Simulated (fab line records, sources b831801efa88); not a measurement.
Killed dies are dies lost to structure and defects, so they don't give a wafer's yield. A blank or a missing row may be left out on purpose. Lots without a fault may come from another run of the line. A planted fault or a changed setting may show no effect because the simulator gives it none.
Chamber matching | flow sky130 | SKY_FIELD_ISO_ETCH_17 on rie_si-01: 4 sister chambers
The step etches Si in HBr/Cl2/O2, target depth 342 nm, time 97.7 s. 4 wafers are shown with their chamber, then 12 later ones without.

WAFERS WITH THEIR CHAMBER
wafer  | chamber | drypump_motor_current_A (A)
L084.4 | 2       | 5.3
L087.1 | 1       | 6.2
L087.2 | 0       | 4.7
L087.6 | 3       | 5.5

WAFERS WITHOUT THEIR CHAMBER
wafer  | drypump_motor_current_A (A)
L091.3 | 5.6
L091.4 | 6.2
L091.5 | 5.5
L092.2 | 5.3
L092.3 | 4.8
L092.5 | 4.7
L094.2 | 6.1
L094.4 | 5.5
L094.6 | 4.8
L096.1 | 5.6
L096.4 | 5.3
L096.5 | 6.2

WHICH CHAMBER EACH WENT THROUGH
wafer  | from the rows above | in truth
L091.3 | 3                   | 3
L091.4 | 1                   | 1
L091.5 | 3                   | 3
L092.2 | 2                   | 2
L092.3 | 0                   | 0
L092.5 | 0                   | 0
L094.2 | 1                   | 1
L094.4 | 3                   | 3
L094.6 | 0                   | 0
L096.1 | 3                   | 3
L096.4 | 2                   | 2
L096.5 | 1                   | 1
Placed correctly: 12 of 12. Can't be placed from these rows: 0. Placed wrongly: 0.
How it was worked out, from the rows above alone: a wafer's distance from a chamber is the root of the sum, over the readings, of the square of ((its reading less the chamber's mean) divided by the reading's scatter). The wafer belongs to the nearest chamber; if the next one is less than 2 further off, it can't be placed. A chamber's mean is the mean of its shown wafers. The scatter: with one shown wafer a chamber, the root of the mean of the squares of how far each hidden wafer lies from its nearest shown one.
